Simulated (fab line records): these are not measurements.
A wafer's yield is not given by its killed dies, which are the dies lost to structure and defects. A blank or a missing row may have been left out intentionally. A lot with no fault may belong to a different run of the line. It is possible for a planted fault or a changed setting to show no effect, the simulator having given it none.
Which tool is to blame? + flow gf180mcu + 9 lots with 27 wafers sampled at 2 steps, on a route of 602 steps

== WHAT EACH GAUGE READ, for each wafer ==
GF_STI_THK_MEAS_24.
| lot  | measured    | on           | STI_CVD_23_THK (nm) |
|------|-------------|--------------|---------------------|
| L895 | day 2 04:13 | filmMetro-02 | 640 637 646         |
| L896 | day 2 09:11 | filmMetro-04 | 644 646 649         |
| L897 | day 2 14:43 | filmMetro-04 | 664 658 663         |
| L902 | day 3 17:40 | filmMetro-03 | 497 493 657         |
| L908 | day 5 00:27 | filmMetro-02 | 659 653 655         |
| L911 | day 5 14:26 | filmMetro-03 | 655 648 649         |
| L916 | day 6 15:34 | filmMetro-02 | 654 654 655         |
| L917 | day 6 20:06 | filmMetro-02 | 650 652 653         |
| L918 | day 7 08:08 | filmMetro-04 | 643 647 643         |

== WHICH TOOL RAN EACH LOT (tool, then ch and the chambers of the sampled wafers, then the start) ==
| lot  | GF_STI_CVD_23                   |
|------|---------------------------------|
| L895 | hdpcvd-02 ch 0,2, day 2 04:08   |
| L896 | hdpcvd-02 ch 1,2, day 2 09:05   |
| L897 | hdpcvd-01 ch 1,2, day 2 14:37   |
| L902 | hdpcvd-01 ch 0,1, day 3 17:35   |
| L908 | hdpcvd-02 ch 0,2, day 5 00:21   |
| L911 | hdpcvd-02 ch 0,1, day 5 14:22   |
| L916 | hdpcvd-01 ch 0,2, day 6 15:26   |
| L917 | hdpcvd-01 ch 0,1,2, day 6 20:01 |
| L918 | hdpcvd-02 ch 0,1,2, day 7 07:59 |
- GF_STI_CVD_23: deposits SiO2, target thk 650 nm, time 108.3 s.

== THE ANSWER, worked out from the rows above alone ==
Rule: the lots themselves supply what counts as usual. Put in order of their means at a reading, lots are off if they are a third of the lots or fewer, leave a main group of 4 or more, and stand apart from it by a gap of 3 or more times the standard deviation of the main group's means; of several such gaps the widest counts. Not used: any main group whose means are identical at the precision the tables above print for the reading. Also off: a lot with no number at a reading for which 4 or more lots have one. All remaining lots with rows at the step are treated as sound.
Off: L902, at GF_STI_THK_MEAS_24 (STI_CVD_23_THK). Main group: mean 651 nm, sd 6.3.
If a tool, at a process step before that reading, ran all the lots that are off and no sound lot after the first of them, it fits. Gauges at GF_STI_THK_MEAS_24: tried the same way as those tools. Not one of the candidates tried fits.

== WHAT THE SIMULATOR PUT IN ==
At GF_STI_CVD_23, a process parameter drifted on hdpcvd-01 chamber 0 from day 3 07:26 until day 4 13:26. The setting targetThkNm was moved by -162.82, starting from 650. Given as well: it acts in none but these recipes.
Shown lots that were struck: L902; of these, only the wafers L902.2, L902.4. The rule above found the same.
